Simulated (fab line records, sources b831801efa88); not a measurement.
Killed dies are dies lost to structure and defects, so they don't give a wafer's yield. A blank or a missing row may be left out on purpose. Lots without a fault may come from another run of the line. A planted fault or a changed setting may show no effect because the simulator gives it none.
Which tool did it? | flow gf180mcu | 13 lots, 39 wafers sampled, at 4 steps of a route of 602

WHAT THE GAUGES READ, wafer by wafer
GF_CONTACT_THK_MEAS_01. Usual: CONTACT_CVD_00_THK 299 nm, standard deviation 3.1.
lot  | measured     | on            | CONTACT_CVD_00_THK (nm) | flag
L895 | day 15 07:18 | film_metro-03 | 298 298 299             |
L896 | day 15 13:46 | film_metro-02 | 299 298 299             |
L898 | day 16 15:49 | film_metro-03 | 302 294 300             |
L899 | day 17 01:35 | film_metro-02 | 297 293 300             |
L901 | day 17 09:51 | film_metro-02 | 301 297 297             |
L902 | day 18 07:07 | film_metro-04 | 302 301 305             |
L903 | day 18 07:53 | film_metro-03 | 304 303 304             |
L905 | day 19 01:26 | film_metro-04 | 301 299 298             |
L910 | day 21 04:23 | film_metro-03 | 298 298 298             |
L913 | day 22 01:52 | film_metro-03 | 302 299 300             |
L915 | day 22 17:20 | film_metro-03 | 302 299 305             |
L916 | day 22 22:00 | film_metro-04 | 301 297 296             |
L917 | day 23 07:23 | film_metro-02 | 297 303 294             |

GF_CONTACT_RS_MEAS_25: measures by four-point-probe. Usual: CONTACT_W_RS 0.381 ohm/sq, standard deviation 0.0092.
lot  | measured     | on            | CONTACT_W_RS (ohm/sq) | flag
L895 | day 16 05:44 | film_metro-04 | 0.384 0.381 0.382     |
L896 | day 16 13:11 | film_metro-04 | 0.386 0.392 0.388     |
L898 | day 17 16:52 | film_metro-02 | 0.380 0.380 0.382     |
L899 | day 18 02:24 | film_metro-02 | 0.388 0.380 0.390     |
L901 | day 18 10:43 | film_metro-03 | 0.393 0.388 0.366     |
L902 | day 19 07:50 | film_metro-04 | 0.384 0.365 0.381     |
L903 | day 19 10:05 | film_metro-03 | 0.365 0.392 0.388     |
L905 | day 20 03:30 | film_metro-03 | 0.362 0.365 0.387     |
L910 | day 22 05:58 | film_metro-02 | 0.378 0.388 0.381     |
L913 | day 23 02:09 | film_metro-03 | 0.381 0.383 0.379     |
L915 | day 23 18:35 | film_metro-04 | 0.363 0.363 0.367     |
L916 | day 23 22:06 | film_metro-03 | 0.365 0.387 0.367     |
L917 | day 24 07:20 | film_metro-02 | 0.391 0.370 0.369     |

WHICH TOOL RAN EACH LOT (tool, then ch and the chambers of the sampled wafers, then the start)
lot  | GF_SALICIDE_RTA_06               | GF_CONTACT_ETCH_16
L895 | rtp_anneal-02 ch 0, day 15 06:58 | rie_diel-03 ch 0,1, day 16 05:04
L896 | rtp_anneal-02 ch 0, day 15 13:25 | rie_diel-04 ch 0,3, day 16 12:31
L898 | rtp_anneal-02 ch 0, day 16 15:29 | rie_diel-03 ch 0,1,3, day 17 16:04
L899 | rtp_anneal-01 ch 0, day 17 01:16 | rie_diel-01 ch 0,1, day 18 01:44
L901 | rtp_anneal-02 ch 0, day 17 09:31 | rie_diel-04 ch 0,2,3, day 18 10:02
L902 | rtp_anneal-02 ch 0, day 18 06:48 | rie_diel-01 ch 0,2,3, day 19 07:08
L903 | rtp_anneal-02 ch 0, day 18 07:33 | rie_diel-01 ch 1,2, day 19 09:25
L905 | rtp_anneal-02 ch 0, day 19 01:01 | rie_diel-01 ch 1,2,3, day 20 02:50
L910 | rtp_anneal-02 ch 0, day 21 04:02 | rie_diel-03 ch 1,2,3, day 22 05:16
L913 | rtp_anneal-01 ch 0, day 22 01:32 | rie_diel-03 ch 0,1,3, day 23 01:29
L915 | rtp_anneal-02 ch 0, day 22 17:00 | rie_diel-01 ch 1,3, day 23 17:49
L916 | rtp_anneal-02 ch 0, day 22 21:40 | rie_diel-01 ch 1,2,3, day 23 21:20
L917 | rtp_anneal-01 ch 0, day 23 07:03 | rie_diel-03 ch 0,3, day 24 06:41
- GF_SALICIDE_RTA_06: time 30 s.
- GF_CONTACT_ETCH_16: etches BARC in N2/H2.

WHAT THE TOOLS THEMSELVES READ (means of the sampled wafers that have a number; where no wafer has one, the mark that the record gives instead)
GF_SALICIDE_RTA_06. Usual: chamber_o2_ppm 2.001, standard deviation 0.023; lamp_power_pct 6.32 %, standard deviation 0.067; wafer_temp_C_max 532.4, standard deviation 0.64.
lot  | tool          | chamber_o2_ppm | lamp_power_pct (%) | wafer_temp_C_max | flag
L895 | rtp_anneal-02 | 1.986          | 6.27               | 532.5            |
L896 | rtp_anneal-02 | 2.018          | 6.28               | 532.5            |
L898 | rtp_anneal-02 | 2.012          | 6.27               | 531.7            |
L899 | rtp_anneal-01 | 2.002          | 6.40               | 533.0            |
L901 | rtp_anneal-02 | 2.022          | 6.27               | 531.8            |
L902 | rtp_anneal-02 | 1.993          | 6.27               | 532.0            |
L903 | rtp_anneal-02 | 1.989          | 6.27               | 532.0            |
L905 | rtp_anneal-02 | 1.990          | 6.27               | 532.3            |
L910 | rtp_anneal-02 | 2.019          | 6.27               | 532.3            |
L913 | rtp_anneal-01 | 2.024          | 6.41               | 533.1            |
L915 | rtp_anneal-02 | 1.992          | 6.26               | 532.2            |
L916 | rtp_anneal-02 | 2.007          | 6.27               | 532.0            |
L917 | rtp_anneal-01 | 1.988          | 6.41               | 532.8            |

GF_CONTACT_ETCH_16. Usual: bias_w 100.02 W, standard deviation 0.3; chamber_pressure_mTorr 30.001 mTorr, standard deviation 0.026; drypump_motor_current_A 5.7 A, standard deviation 0.39; oes_product_au 0.855 a.u., standard deviation 0.0047; rf_fwd_power_W 495.0 W, standard deviation 1.9; throttle_valve_pct 13.226 %, standard deviation 0.0087.
lot  | tool        | bias_w (W) | chamber_pressure_mTorr (mTorr) | drypump_motor_current_A (A) | oes_product_au (a.u.) | rf_fwd_power_W (W) | throttle_valve_pct (%) | flag
L895 | rie_diel-03 | 99.85      | 29.997                         | 5.7                         | 0.851                 | 496.0              | 13.221                 |
L896 | rie_diel-04 | 99.91      | 30.019                         | 6.3                         | 0.852                 | 495.1              | 13.224                 |
L898 | rie_diel-03 | 100.37     | 30.023                         | 5.6                         | 0.848                 | 495.3              | 13.231                 |
L899 | rie_diel-01 | 100.32     | 29.981                         | 5.7                         | 0.854                 | 495.0              | 13.220                 |
L901 | rie_diel-04 | 100.31     | 29.985                         | 5.9                         | 0.849                 | 495.3              | 13.229                 |
L902 | rie_diel-01 | 100.12     | 29.988                         | 5.6                         | 0.857                 | 494.2              | 13.230                 |
L903 | rie_diel-01 | 100.05     | 30.031                         | 5.6                         | 0.855                 | 468.4              | 13.227                 | OFF
L905 | rie_diel-01 | 99.79      | 29.988                         | 5.7                         | 0.860                 | 468.5              | 13.219                 | OFF
L910 | rie_diel-03 | 100.03     | 30.033                         | 6.0                         | 0.857                 | 494.6              | 13.219                 |
L913 | rie_diel-03 | 100.02     | 29.996                         | 5.7                         | 0.849                 | 495.6              | 13.229                 |
L915 | rie_diel-01 | 100.03     | 29.985                         | 5.8                         | 0.856                 | 496.4              | 13.221                 |
L916 | rie_diel-01 | 100.06     | 30.010                         | 5.7                         | 0.855                 | 495.0              | 13.223                 |
L917 | rie_diel-03 | 99.77      | 30.016                         | 5.6                         | 0.856                 | 493.9              | 13.229                 |

THE ANSWER, worked out from the rows above alone
Rule: a lot is off if the mean of its wafers that have a number lies more than 3 standard deviations from the usual mean. A lot without any number at a reading at which 4 lots or more have one is off too. The other lots that the step has rows for count as sound. The gauges are gone through in route order, then the tools' own readings, and for those a lot's mean is taken as printed above. The first step at which some lot is off is used, and at that step the reading that is off furthest; a lot without a number counts as furthest.
Off: L903, L905, at GF_CONTACT_ETCH_16 (rf_fwd_power_W).
A tool fits if, at that step or a process step before it, it ran every lot that is off, and no sound lot after the first of them. None of those tried fits.

WHAT THE SIMULATOR HAD PUT IN
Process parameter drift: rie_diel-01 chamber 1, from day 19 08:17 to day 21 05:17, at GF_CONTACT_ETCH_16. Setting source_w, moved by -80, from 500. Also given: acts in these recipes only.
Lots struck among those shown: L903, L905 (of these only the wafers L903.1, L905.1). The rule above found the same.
